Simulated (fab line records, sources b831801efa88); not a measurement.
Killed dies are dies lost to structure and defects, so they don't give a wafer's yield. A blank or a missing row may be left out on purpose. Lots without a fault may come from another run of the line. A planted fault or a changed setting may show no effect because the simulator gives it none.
fab line records | flow sky130
record lots=7 wafers=18 last_day=50
route steps=708 shown FIELD_ISO@1 PAD_OPEN@708
lots that met no fault: from a run of the same line without faults
start_h: hours from the record's first day to the start of the lot's first wafer shown | wait_h: hours since the lot's step before | " the same as in the row above | L1.1+2: a row that stands for several wafers | - no value, or no start given | * or withheld: withheld | < > ~ a bound
route shown NAME@n: a module of which the file shows steps, and the number in the route of the first | usual: mean/standard deviation of fault-free wafers | same: alike in all rows | chamber/n: place in a boat | sites: the reading at each site | _std_site: their standard deviation | _edge_site: outer sites' mean less inner sites' | radius_mm: how far each site lies from the wafer's centre | mask NAME#n: copy n | behind: the tool/chamber that last shaped the wafer | hold: why the lot was held/for how many hours/how that ended | device: the transistor (n, p or np) that didn't switch | end of line: the same wafers' tests at the end of the route | a step without rows: its recipe alone | killed: dies lost to structure and defects at the first sort, not the wafer's yield | map: a wafer's dies, x killed, . not, _ none there
set.NAME: the setting as run; set.NAME@STEP: as run at that earlier step | model.NAME: the simulator's own value behind a step, which no gauge read
lots at some steps of the route; a table a step, a row a wafer
## steps
# step SKY_FIELD_ISO_BOW_MEAS_00
# recipe mode=bow
# usual INCOMING_BOW=0/6.4
# columns lot.wafer tool chamber start_h wait_h INCOMING_BOW[um]
L455.2 film_metro-02 - 20.02 - 4
L455.3 " - " " 1
L455.4 " - " " -3
L465.1 film_metro-01 - 70.00 - -8
L465.5 " - " " 9
L465.6 " - " " 0
L466.2 film_metro-04 - 75.02 - 0
L466.4 " - " " -2
L466.5 " - " " 11
L467.2 film_metro-02 - 80.02 - 6
L467.3 " - " " -9
L467.4 " - " " 3
L469.3 film_metro-01 - 90.04 - 1
L469.4 " - " " -7
L473.2 film_metro-02 - 110.02 - 2
L473.6 " - " " 3
L474.2 film_metro-04 - 115.02 - 10
L474.3 " - " " -2
# step SKY_FIELD_ISO_OXIDATION_01
# recipe temp_c=900 ambient=O2 stabilise_s=600 purge_s=300 target_thk_a=120 ox_time_s=1843
# step SKY_FIELD_ISO_THK_MEAS_02
# recipe reads=SiO2_of_FIELD_ISO_OXIDATION_01
# usual FIELD_ISO_OXIDATION_00_THK=12.01/0.23
# columns lot.wafer tool chamber start_h wait_h FIELD_ISO_OXIDATION_00_THK[nm]
L455.2 film_metro-01 - 22.53 0.0 12.02
L455.3 " - " " 11.93
L455.4 " - " " 12.00
L465.1 film_metro-01 - 71.63 0.0 12.12
L465.5 " - " " 11.84
L465.6 " - " " 12.14
L466.2 film_metro-01 - 77.67 0.0 12.24
L466.4 " - " " 12.06
L466.5 " - " " 12.19
L467.2 film_metro-02 - 81.64 0.0 12.10
L467.3 " - " " 12.41
L467.4 " - " " 12.04
L469.3 film_metro-02 - 92.07 0.0 11.78
L469.4 " - " " 11.77
L473.2 film_metro-01 - 111.73 0.0 11.91
L473.6 " - " " 11.95
L474.2 film_metro-04 - 116.64 0.0 12.28
L474.3 " - " " 12.12
# step SKY_FIELD_ISO_CVD_03
# recipe material=Si3N4 precursor=DCS/NH3 target_thk_nm=165 temp_c=770 time_s=2830 pressure_mtorr=250
# step SKY_FIELD_ISO_THK_MEAS_04
# recipe reads=Si3N4_of_FIELD_ISO_CVD_03
# usual FIELD_ISO_CVD_03_THK=165.2/1.7
# columns lot.wafer tool chamber start_h wait_h FIELD_ISO_CVD_03_THK[nm]
L455.2 film_metro-02 - 24.38 0.0 166.4
L455.3 " - " " 166.3
L455.4 " - " " 166.6
L465.1 film_metro-02 - 73.63 0.0 165.7
L465.5 " - " " 164.7
L465.6 " - " " 165.0
L466.2 film_metro-02 - 79.52 0.0 166.4
L466.4 " - " " 166.0
L466.5 " - " " 166.5
L467.2 film_metro-01 - 85.22 0.0 167.5
L467.3 " - " " 167.2
L467.4 " - " " 166.8
L469.3 film_metro-01 - 95.06 0.0 163.9
L469.4 " - " " 162.5
L473.2 film_metro-04 - 115.28 0.0 165.2
L473.6 " - " " 163.0
L474.2 film_metro-04 - 119.63 0.0 164.7
L474.3 " - " " 164.2
# step SKY_FIELD_ISO_DEHYDRATE_05
# recipe temp_c=200 time_s=60
# step SKY_FIELD_ISO_HMDS_06
# recipe prime_time_s=60 prime_temp_c=120
# step SKY_FIELD_ISO_COAT_07
# recipe resist=BARC temp_c=withheld time_s=withheld spin_rpm=3000 resist_thk_nm=60
# step SKY_FIELD_ISO_COAT_08
# recipe resist=KrF-thick spin_rpm=3000 resist_thk_nm=450
# step SKY_FIELD_ISO_SOFTBAKE_09
# recipe temp_c=100 time_s=90 resist=KrF-thick
# usual heater_power_total_W=57.36/0.11 run_length_s=119.23/0.15
# columns lot.wafer tool chamber start_h wait_h heater_power_total_W run_length_s
L455.2 litho_track-03 0 30 - 57.41 119.09
L455.3 " 0 " " 57.34 119.11
L455.4 " 0 " " 57.29 119.15
L465.1 litho_track-03 0 81 - 57.29 119.31
L465.5 " 0 " " 57.48 119.07
L465.6 " 0 " " 57.51 119.48
L466.2 litho_track-03 0 87 - 57.31 119.33
L466.4 " 0 " " 57.53 119.15
L466.5 " 0 " " 57.45 119.20
L467.2 litho_track-03 0 94 - 57.30 119.16
L467.3 " 0 " " 57.30 119.11
L467.4 " 0 " " 57.23 119.15
L469.3 litho_track-03 0 103 - 61.19 103.40
L469.4 " 0 " " 57.37 119.12
L473.2 litho_track-03 0 124 - 57.16 119.18
L473.6 " 0 " " 61.21 103.40
L474.2 litho_track-03 0 128 - 57.16 119.07
L474.3 " 0 " " 61.07 103.34
# step SKY_FIELD_ISO_EXPOSE_10
# recipe mask_id=FOM na=0.68 source_shape=annular sigma_inner=0.4 sigma_outer=0.8 target_cd_nm=150 dose_mj=28
# step SKY_PAD_OPEN_PROBE_99
# usual killed_at_M0_to_M3=42/7.3 killed_at_M4_up=3.2/1.8 killed_at_contacts=25/5.2 killed_at_front_end=15/4.6 killed_at_other=0.3/0.62 killed_dies=85/9.9 killed_open=46/7.1 killed_short=38/5.7
# same gross_dies=492 killed_at_back_side=0
# columns lot.wafer tool chamber start_h wait_h killed_at_M0_to_M3 killed_at_M4_up killed_at_contacts killed_at_front_end killed_at_other killed_dies killed_open killed_short
L455.2 prober-01 - 1083.87 0.1 38 4 32 16 0 90 48 42
L455.3 prober-01 - 1083.92 0.2 50 0 23 13 0 86 44 42
L455.4 prober-01 - 1083.97 0.2 35 6 29 31 1 102 59 43
L465.1 prober-02 - 1142.99 0.1 45 4 24 6 0 79 45 34
L465.5 prober-02 - 1143.19 0.2 43 3 25 12 2 85 43 42
L465.6 prober-02 - 1143.24 0.2 35 4 21 7 1 68 34 34
L466.2 prober-01 - 1151.76 0.1 43 2 24 13 0 82 52 30
L466.4 prober-01 - 1151.86 0.2 54 5 19 14 2 94 50 44
L466.5 prober-01 - 1151.91 0.2 47 3 13 16 0 79 42 37
L467.2 prober-02 - 1154.97 0.1 33 0 25 16 0 74 39 35
L467.3 prober-02 - 1155.02 0.2 34 7 30 13 0 84 52 32
L467.4 prober-02 - 1155.07 0.2 31 2 25 9 0 67 26 41
L469.3 prober-02 - 1168.82 0.2 39 4 28 15 0 86 52 34
L469.4 prober-02 - 1168.87 0.2 29 5 32 7 0 73 38 35
L473.2 prober-02 - 1186.79 0.1 46 1 23 16 1 87 42 44
L473.6 prober-02 - 1186.99 0.2 37 2 33 13 1 86 56 27
L474.2 prober-01 - 1191.72 0.1 42 2 25 14 0 83 43 40
L474.3 prober-01 - 1191.77 0.2 27 3 31 10 2 73 43 30
# killed by level:class
L455.2 CONTACT:geometric_particle:open=14 VIA1:geometric_particle:open=8 CONTACT:geometric_particle:short=7 LI_CONTACT:geometric_particle:open=6 VIA3:geometric_particle:open=5 POLY_GATE:geometric_particle:open=4 POLY_GATE:geometric_particle:short=4 METAL1:geometric_particle:short=4
L455.3 VIA1:geometric_particle:open=17 CONTACT:geometric_particle:short=8 VIA3:geometric_particle:open=6 FIELD_ISO:geometric_particle:open=5 LOCAL_INTERCONNECT:geometric_particle:short=5 CONTACT:geometric_particle:open=5 VIA1:geometric_particle:short=5 METAL2:geometric_particle:short=5
L455.4 FIELD_ISO:geometric_particle:open=10 CONTACT:geometric_particle:open=10 VIA2:geometric_particle:open=8 FIELD_ISO:geometric_particle:short=7 LI_CONTACT:geometric_particle:open=7 CONTACT:geometric_particle:short=6 POLY_GATE:geometric_particle:open=5 LOCAL_INTERCONNECT:geometric_particle:short=5
L465.1 CONTACT:geometric_particle:open=9 VIA1:geometric_particle:open=9 METAL2:geometric_particle:short=8 VIA2:geometric_particle:open=7 LI_CONTACT:geometric_particle:open=5 CONTACT:geometric_particle:short=5 VIA3:geometric_particle:short=5 VIA3:geometric_particle:open=5
L465.5 VIA1:geometric_particle:open=9 VIA2:geometric_particle:open=8 LI_CONTACT:geometric_particle:open=7 CONTACT:geometric_particle:open=7 VIA3:geometric_particle:open=6 LOCAL_INTERCONNECT:geometric_particle:short=5 VIA1:geometric_particle:short=5 LI_CONTACT:geometric_particle:short=4
L465.6 VIA1:geometric_particle:open=9 VIA2:geometric_particle:open=7 CONTACT:geometric_particle:open=6 METAL2:geometric_particle:short=6 CONTACT:geometric_particle:short=5 LI_CONTACT:geometric_particle:short=5 METAL4:geometric_particle:short=4 LI_CONTACT:geometric_particle:open=3
L466.2 VIA1:geometric_particle:open=10 VIA3:geometric_particle:open=9 LI_CONTACT:geometric_particle:open=8 CONTACT:geometric_particle:open=7 FIELD_ISO:geometric_particle:open=5 VIA2:geometric_particle:short=5 POLY_GATE:geometric_particle:short=4 METAL3:geometric_particle:short=4
L466.4 METAL1:geometric_particle:short=10 VIA1:geometric_particle:open=10 VIA2:geometric_particle:open=9 CONTACT:geometric_particle:open=6 FIELD_ISO:geometric_particle:open=5 LI_CONTACT:geometric_particle:open=5 METAL2:geometric_particle:short=5 VIA3:geometric_particle:open=5
L466.5 VIA2:geometric_particle:open=10 VIA1:geometric_particle:open=8 FIELD_ISO:geometric_particle:short=7 CONTACT:geometric_particle:open=5 METAL2:geometric_particle:short=5 METAL3:geometric_particle:short=5 METAL1:geometric_particle:short=4 VIA3:geometric_particle:open=4
L467.2 VIA1:geometric_particle:open=11 CONTACT:geometric_particle:open=7 LI_CONTACT:geometric_particle:short=6 FIELD_ISO:geometric_particle:short=5 POLY_GATE:geometric_particle:open=5 CONTACT:geometric_particle:short=5 METAL2:geometric_particle:short=5 POLY_GATE:geometric_particle:short=4
L467.3 VIA1:geometric_particle:open=14 CONTACT:geometric_particle:open=11 LI_CONTACT:geometric_particle:open=7 METAL4:geometric_particle:short=6 LOCAL_INTERCONNECT:geometric_particle:short=5 METAL2:geometric_particle:short=5 FIELD_ISO:geometric_particle:short=4 LOCAL_INTERCONNECT:geometric_particle:open=4
L467.4 CONTACT:geometric_particle:open=8 METAL2:geometric_particle:short=7 CONTACT:geometric_particle:short=6 VIA2:geometric_particle:short=6 VIA3:geometric_particle:open=5 LI_CONTACT:geometric_particle:open=5 FIELD_ISO:geometric_particle:short=4 VIA3:geometric_particle:short=4
L469.3 CONTACT:geometric_particle:open=13 FIELD_ISO:geometric_particle:open=8 VIA3:geometric_particle:open=8 VIA1:geometric_particle:open=8 LI_CONTACT:geometric_particle:open=6 METAL1:geometric_particle:short=4 VIA1:geometric_particle:short=4 METAL2:geometric_particle:short=4
L469.4 CONTACT:geometric_particle:open=11 LI_CONTACT:geometric_particle:open=8 VIA3:geometric_particle:open=7 LOCAL_INTERCONNECT:geometric_particle:short=6 CONTACT:geometric_particle:short=6 VIA2:geometric_particle:open=6 METAL4:geometric_particle:short=4 FIELD_ISO:geometric_particle:short=3
L473.2 CONTACT:geometric_particle:open=9 METAL2:geometric_particle:short=7 CONTACT:geometric_particle:short=6 VIA3:geometric_particle:open=6 METAL1:geometric_particle:short=6 FIELD_ISO:geometric_particle:short=5 VIA1:geometric_particle:short=5 VIA1:geometric_particle:open=5
L473.6 CONTACT:geometric_particle:open=16 VIA1:geometric_particle:open=9 VIA2:geometric_particle:open=6 LI_CONTACT:geometric_particle:open=5 CONTACT:geometric_particle:short=4 METAL3:geometric_particle:short=4 VIA2:geometric_particle:short=4 FIELD_ISO:geometric_particle:open=3
L474.2 CONTACT:geometric_particle:open=12 LI_CONTACT:geometric_particle:open=7 VIA1:geometric_particle:open=7 VIA2:geometric_particle:open=7 FIELD_ISO:geometric_particle:short=6 METAL1:geometric_particle:short=6 VIA1:geometric_particle:short=5 CONTACT:geometric_particle:short=4
L474.3 LI_CONTACT:geometric_particle:open=9 CONTACT:geometric_particle:short=8 CONTACT:geometric_particle:open=7 VIA3:geometric_particle:open=7 VIA2:geometric_particle:open=6 METAL1:geometric_particle:short=4 VIA1:geometric_particle:short=4 FIELD_ISO:geometric_particle:open=3
## key
first_sign step=SKY_FIELD_ISO_SOFTBAKE_09 reading=run_length_s direction=down sigmas=99+ usual=* struck=*
effect step=SKY_FIELD_ISO_SOFTBAKE_09 reading=heater_power_total_W direction=up sigmas=34 usual=* struck=*
met_at SKY_FIELD_ISO_SOFTBAKE_09
struck_wafers L469.3,L473.6,L474.3
tester_left_out L469,L473,L474
onset_between 94 103
fault kind=process_parameter_drift tool=litho_track-03 chamber=- onset_h=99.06 steps=SKY_FIELD_ISO_SOFTBAKE_09 channel=time_s offset=* shape=step end_h=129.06 scope=struck_wafers_only acts_in=* stated=*
# tester_left_out: of these lots the tester's yield and bins aren't shown, on N5 and GAA mostly nor the transistor test; their killed dies are dies lost to structure and defects alone, not to doping, threshold or leakage, so they don't give the yield
